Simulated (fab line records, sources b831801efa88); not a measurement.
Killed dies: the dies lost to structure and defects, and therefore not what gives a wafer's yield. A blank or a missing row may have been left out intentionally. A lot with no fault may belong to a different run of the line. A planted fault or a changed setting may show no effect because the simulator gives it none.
A struck lot beside a sound one    flow sky130    20 out of 708 route steps
Sound: the wafers L542.1, L542.4, L542.5. Struck: wafers L546.1, L546.5, L546.6. The cause is given at the end.
Order at every step that has rows: each side's tool, ch and its chambers, its first start. Under that, the readings that differ: sound wafers    struck wafers    difference of the means    sigmas: that difference in standard deviations of wafers without a fault.
alike: readings with means less than 2 such deviations apart, plus words and numbers identical on both sides. not compared: withheld readings, readings lacking a value on some wafer, bounds such as >300 that could conceal the same value, and numbers that have no deviation in the record and whose values overlap.
Wherever a step has rows on one side only, a row that says differs or no value, or a row with sigmas, the two part there. Numbers that have no deviation but don't overlap get no sigmas and don't part them. A reading missing from all wafers of one side parts the sides only when that side holds two or more wafers.

SKY_LDD_HVP_OVL_MEAS_07:
  sound: overlay-01 at day 21 19:48; struck: overlay-01 at day 23 22:39
  alike: LDD_HVP_OVL
then, 1 step without rows for these wafers: SKY_LDD_HVP_IMPLANT_08.
SKY_LDD_HVP_STRIP_09: strips in O2/N2.
  sound on plasma_asher-03 ch 0,1, day 21 19:59; struck on plasma_asher-02 ch 0,1, day 23 22:50
reading                      sound        struck       difference  sigmas
drypump_motor_current_A (A)  6.2 6.2 6.2  5.1 6.2 5.1  -0.7        -2
  alike: chamber_pressure_mTorr, o2_flow_sccm, oes_product_au, strip_time_to_endpoint_s
  not compared: rf_hours_counter_h
SKY_LDD_HVP_TW_MEAS_10:
  sound: film_metro-02 at day 21 20:05; struck: film_metro-03 at day 23 22:56
  alike: LDD_HVP_TW
then, 7 steps without rows for these wafers: SKY_LDD_LDN_DEHYDRATE_00 (time 60 s); SKY_LDD_LDN_HMDS_01 (prime time 60 s); SKY_LDD_LDN_COAT_02 (resist thk 1140 nm); SKY_LDD_LDN_SOFTBAKE_03 (time 60 s); SKY_LDD_LDN_EXPOSE_04 (exposes mask LDNTM, target cd 700 nm); SKY_LDD_LDN_PEB_05; SKY_LDD_LDN_DEVELOP_06 (develop time 60 s).
SKY_LDD_LDN_OVL_MEAS_07:
  sound: overlay-02 at day 23 01:46; struck: overlay-01 at day 25 04:27
  alike: LDD_LDN_OVL
SKY_LDD_LDN_IMPLANT_08:
  sound on implanter-02 ch 0, day 23 01:49; struck on implanter-02 ch 0, day 25 04:48
then, 3 steps without rows for these wafers: SKY_LDD_LDN_IMPLANT_09; SKY_LDD_LDN_IMPLANT_10; SKY_LDD_LDN_IMPLANT_11.
SKY_LDD_LDN_STRIP_12: strips in O2/N2.
  sound on plasma_asher-01 ch 0,1, day 23 02:25; struck on plasma_asher-03 ch 0,1, day 25 05:24
reading                      sound           struck          difference  sigmas
drypump_motor_current_A (A)  5.49 5.31 5.31  6.19 6.18 6.20  +0.82       +3
  alike: chamber_pressure_mTorr, o2_flow_sccm, oes_product_au, strip_time_to_endpoint_s
  not compared: rf_hours_counter_h
SKY_LDD_LDN_TW_MEAS_13:
  sound: film_metro-04 at day 23 02:31; struck: film_metro-03 at day 25 05:30
reading     sound           struck          difference  sigmas
LDD_LDN_TW  1444 1445 1438  1608 1610 1601  +164        +8
then, 1 step without rows for these wafers: SKY_LDD_LDN_CLEAN_14 (cleans in SC1/SC2, time 150 s).
-- a jump in the record: the struck wafers' starts before and after are 22 days apart (it breaks off in module LDD_LDN and resumes in module PAD_OPEN, where the first step shown is number 708 of the route) --
SKY_PAD_OPEN_PROBE_99:
  sound: prober-02 at day 45 21:55; struck: prober-02 at day 47 08:10
reading                          sound           struck          difference  sigmas
model.etest.tip_sonos.rs_ohm_sq  2596 2596 2598  2406 2373 2395  -205        
  alike: killed_at_M0_to_M3, killed_at_M4_up, killed_at_contacts, killed_at_front_end, killed_at_other, killed_dies, killed_on_rim, killed_open, killed_short

WHERE THEY PART
Earliest at SKY_LDD_HVP_STRIP_09; latest, in this record, at SKY_LDD_LDN_TW_MEAS_13. Later steps at which nothing parts them and some readings are alike: SKY_PAD_OPEN_PROBE_99.

WHY: what had been put in by the simulator
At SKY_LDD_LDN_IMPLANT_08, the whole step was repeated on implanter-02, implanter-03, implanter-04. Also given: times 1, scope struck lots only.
